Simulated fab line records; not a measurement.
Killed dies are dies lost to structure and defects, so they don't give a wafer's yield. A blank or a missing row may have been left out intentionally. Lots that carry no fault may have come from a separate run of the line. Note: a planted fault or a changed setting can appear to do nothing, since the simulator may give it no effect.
Which tool was responsible?	flow sky130	13 lots, 39 wafers sampled, at 4 steps of a route of 708

== WHAT THE GAUGES SHOWED, per wafer ==
SKY_SONOS_ONO_THK_MEAS_03.
lot	measured	on	SONOS_ONO_CVD_02_THK (nm)
L731	day 11 08:00	film_metro-04	10.62 10.47 10.50
L732	day 12 01:11	film_metro-02	10.39 10.36 10.41
L733	day 12 03:31	film_metro-04	10.34 10.28 10.37
L734	day 14 23:55	film_metro-02	10.61 10.65 10.62
L736	day 15 18:32	film_metro-01	10.60 10.54 10.71
L740	day 17 05:32	film_metro-01	10.55 10.43 10.47
L746	day 16 15:03	film_metro-02	10.45 10.40 10.49
L748	day 17 07:26	film_metro-04	10.62 10.58 10.65
L749	day 17 07:26	film_metro-01	10.46 10.57 10.58
L750	day 17 17:35	film_metro-01	10.51 10.44 10.62
L751	day 17 23:08	film_metro-04	10.63 10.71 10.64
L753	day 18 19:34	film_metro-04	10.59 10.68 10.57
L754	day 19 07:11	film_metro-02	10.84 10.74 10.71

== WHICH TOOL RAN EACH LOT (tool, then ch and the chambers of the sampled wafers, then the start) ==
lot	SKY_FIELD_ISO_STRIP_16	SKY_VT_ADJUST_LVTN_STRIP_09	SKY_SONOS_ONO_OXIDATION_00
L731	plasma_asher-02 ch 0,1, day 2 08:24	plasma_asher-02 ch 1, day 6 19:05	furnace-01 ch 0, day 11 05:32
L732	plasma_asher-04 ch 0,1, day 2 17:05	plasma_asher-01 ch 0,1, day 7 09:11	furnace-02 ch 0, day 11 21:46
L733	plasma_asher-02 ch 0,1, day 2 17:37	plasma_asher-01 ch 0,1, day 7 12:29	furnace-02 ch 0, day 12 01:02
L734	plasma_asher-04 ch 0,1, day 2 21:38	plasma_asher-02 ch 0,1, day 7 16:34	furnace-02 ch 0, day 14 21:28
L736	plasma_asher-03 ch 0,1, day 3 11:26	plasma_asher-03 ch 0,1, day 8 10:13	furnace-02 ch 0, day 15 15:38
L740	plasma_asher-02 ch 0,1, day 4 07:05	plasma_asher-01 ch 0,1, day 9 14:46	furnace-01 ch 0, day 17 02:38
L746	plasma_asher-04 ch 0,1, day 5 12:26	plasma_asher-02 ch 0,1, day 10 22:05	furnace-02 ch 0, day 16 10:46
L748	plasma_asher-03 ch 1, day 5 20:44	plasma_asher-03 ch 0,1, day 11 09:17	furnace-02 ch 0, day 16 22:26
L749	plasma_asher-03 ch 0,1, day 6 01:50	plasma_asher-02 ch 0,1, day 11 17:01	furnace-01 ch 0, day 17 03:34
L750	plasma_asher-04 ch 0,1, day 6 09:05	plasma_asher-03 ch 0,1, day 11 23:14	furnace-02 ch 0, day 17 13:48
L751	plasma_asher-04 ch 1, day 6 11:59	plasma_asher-02 ch 0,1, day 12 06:31	furnace-01 ch 0, day 17 19:25
L753	plasma_asher-02 ch 0,1, day 7 02:17	plasma_asher-03 ch 0,1, day 12 22:26	furnace-02 ch 0, day 18 15:24
L754	plasma_asher-02 ch 0,1, day 7 06:23	plasma_asher-03 ch 0,1, day 13 09:26	furnace-02 ch 0, day 19 02:26
- SKY_FIELD_ISO_STRIP_16: strips in O2/N2.
- SKY_VT_ADJUST_LVTN_STRIP_09: strips in O2/N2.
- SKY_SONOS_ONO_OXIDATION_00: stabilise 600 s, purge 300 s, target thk 2.6 nm.

== AS READ BY THE TOOLS THEMSELVES (means over the sampled wafers that have a number; for cases with no such wafer, the mark the record gives instead) ==
SKY_FIELD_ISO_STRIP_16.
lot	tool	drypump_motor_current_A (A)	n2_flow_sccm (sccm)	oes_product_au (a.u.)	strip_time_to_endpoint_s (s)
L731	plasma_asher-02	6.1	299.1	0.376	3.53
L732	plasma_asher-04	5.5	300.0	0.380	3.56
L733	plasma_asher-02	6.1	300.1	0.378	3.50
L734	plasma_asher-04	5.7	301.2	0.378	3.55
L736	plasma_asher-03	6.1	300.5	0.383	3.57
L740	plasma_asher-02	6.2	299.8	0.376	3.57
L746	plasma_asher-04	5.5	299.8	0.377	3.56
L748	plasma_asher-03	5.6	299.1	0.383	3.59
L749	plasma_asher-03	6.1	299.8	0.379	3.52
L750	plasma_asher-04	5.5	300.2	0.380	3.55
L751	plasma_asher-04	5.3	300.6	0.383	3.56
L753	plasma_asher-02	6.1	299.5	0.381	3.55
L754	plasma_asher-02	6.2	300.6	0.375	3.53

SKY_VT_ADJUST_LVTN_STRIP_09.
lot	tool	drypump_motor_current_A (A)	n2_flow_sccm (sccm)	oes_product_au (a.u.)	strip_time_to_endpoint_s (s)
L731	plasma_asher-02	6.2	300.3	0.723	36.88
L732	plasma_asher-01	6.0	300.4	0.722	36.91
L733	plasma_asher-01	6.0	299.8	0.725	36.78
L734	plasma_asher-02	6.2	300.2	0.722	36.78
L736	plasma_asher-03	6.1	300.3	0.723	36.80
L740	plasma_asher-01	5.8	299.7	0.725	36.90
L746	plasma_asher-02	6.2	300.4	0.721	36.83
L748	plasma_asher-03	6.1	300.1	0.721	36.72
L749	plasma_asher-02	6.2	299.4	0.721	36.92
L750	plasma_asher-03	6.1	298.7	0.722	37.07
L751	plasma_asher-02	6.2	300.6	0.724	36.97
L753	plasma_asher-03	5.8	300.4	0.720	36.97
L754	plasma_asher-03	5.8	299.9	0.724	36.98

SKY_SONOS_ONO_OXIDATION_00.
lot	tool	ramp_up_c_per_min
L731	furnace-01	10.0007
L732	furnace-02	9.9994
L733	furnace-02	10.0012
L734	furnace-02	9.9994
L736	furnace-02	9.9982
L740	furnace-01	10.0004
L746	furnace-02	9.9996
L748	furnace-02	9.9998
L749	furnace-01	10.0013
L750	furnace-02	9.9998
L751	furnace-01	9.9993
L753	furnace-02	9.9995
L754	furnace-02	10.0009

== THE ANSWER, worked out from the rows above alone ==
Rule: usual is defined by the lots themselves. The widest of any qualifying gaps counts: lots, ordered by their means at a reading, are off when they make up no more than a third of the lots, leave a main group of 4 or more, and stand apart from it by 3 or more times the standard deviation of that group's means. The tables above print the reading to a certain number of digits; a main group whose means all agree to those digits is not used. A lot without any number at a reading at which 4 lots or more have one is off too. Any other lot the step has rows for is counted as sound. The gauges are gone through in route order, then the tools' own readings, and for those a lot's mean is taken as printed above. The first step at which some lot is off is used, and at that step the reading that is off furthest; a lot without a number counts as furthest.
No lot is off at any reading shown: from this, nothing can be told.

== WHAT THE SIMULATOR HAD INSERTED ==
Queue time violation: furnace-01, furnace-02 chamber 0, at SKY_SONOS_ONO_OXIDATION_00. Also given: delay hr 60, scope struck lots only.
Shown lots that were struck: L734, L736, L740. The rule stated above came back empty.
